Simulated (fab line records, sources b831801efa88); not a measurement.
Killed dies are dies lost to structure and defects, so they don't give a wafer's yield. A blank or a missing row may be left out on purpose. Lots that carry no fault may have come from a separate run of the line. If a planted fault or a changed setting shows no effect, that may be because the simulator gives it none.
Chamber matching	flow gf180mcu	GF_V1_CMP_04 on cmp-01 has 4 sister chambers
The step polishes SiO2. 14 wafers are shown with their chamber, then 7 later ones without.

== WAFERS, EACH WITH ITS CHAMBER ==
wafer	chamber	time-to-endpoint-s (s)	motor-current-A (A)	slurry-filter-dp-kPa (kPa)
L489.3	0	73	12.3	13.65
L489.5	3	76	12.8	13.60
L489.6	0	77	11.8	13.55
L487.3	3	73	13.0	13.53
L487.5	0	73	11.4	13.74
L487.6	3	78	13.7	13.65
L495.1	2	75	11.6	13.55
L495.2	1	86	12.4	13.76
L495.4	3	86	12.9	13.47
L496.1	3	76	12.2	13.37
L496.4	1	88	13.0	13.45
L496.5	3	84	13.0	13.36
L499.2	0	77	12.2	13.48
L499.5	2	81	11.9	13.58

SIGNATURES (means of the wafers above)
reading	chamber 0	chamber 1	chamber 2	chamber 3	scatter within a chamber
time-to-endpoint-s	75.00	87.00	78.00	78.83	4.06
motor-current-A	11.925	12.700	11.750	12.933	0.434
slurry-filter-dp-kPa	13.6050	13.6050	13.5650	13.4967	0.126
Rule: a wafer's distance from a chamber is the root of the sum, over the readings, of the square of ((its reading less the chamber's mean) divided by the reading's scatter). If the next closest chamber is less than 2 further off than the closest, the wafer can't be placed; otherwise it belongs to the closest. The scatter: take each reading less its chamber's mean, square it, sum over the shown wafers, divide by the number of wafers less the number of chambers, and take the root.

== WAFERS WITH NO CHAMBER GIVEN ==
wafer	time-to-endpoint-s (s)	motor-current-A (A)	slurry-filter-dp-kPa (kPa)
L499.6	81	12.8	13.58
L500.1	83	13.2	13.63
L500.3	73	11.7	13.18
L500.6	82	13.0	13.75
L501.2	78	12.1	13.41
L501.4	85	12.4	13.54
L501.6	82	11.9	13.66

== WHICH CHAMBER EACH ONE RAN IN ==
wafer	from the rows above	in truth
L499.6	can't be placed: 3 or 1 or 0 or 2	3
L500.1	can't be placed: 1 or 3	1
L500.3	can't be placed: 2 or 0 or 3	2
L500.6	can't be placed: 1 or 3 or 0 or 2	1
L501.2	can't be placed: 2 or 0 or 3 or 1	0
L501.4	can't be placed: 1 or 3 or 2 or 0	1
L501.6	can't be placed: 2 or 0 or 1 or 3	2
Correctly placed: 0 of 7. Can't be placed from these rows: 7 (the true chamber is among the candidates in 7). Placed wrongly: 0.
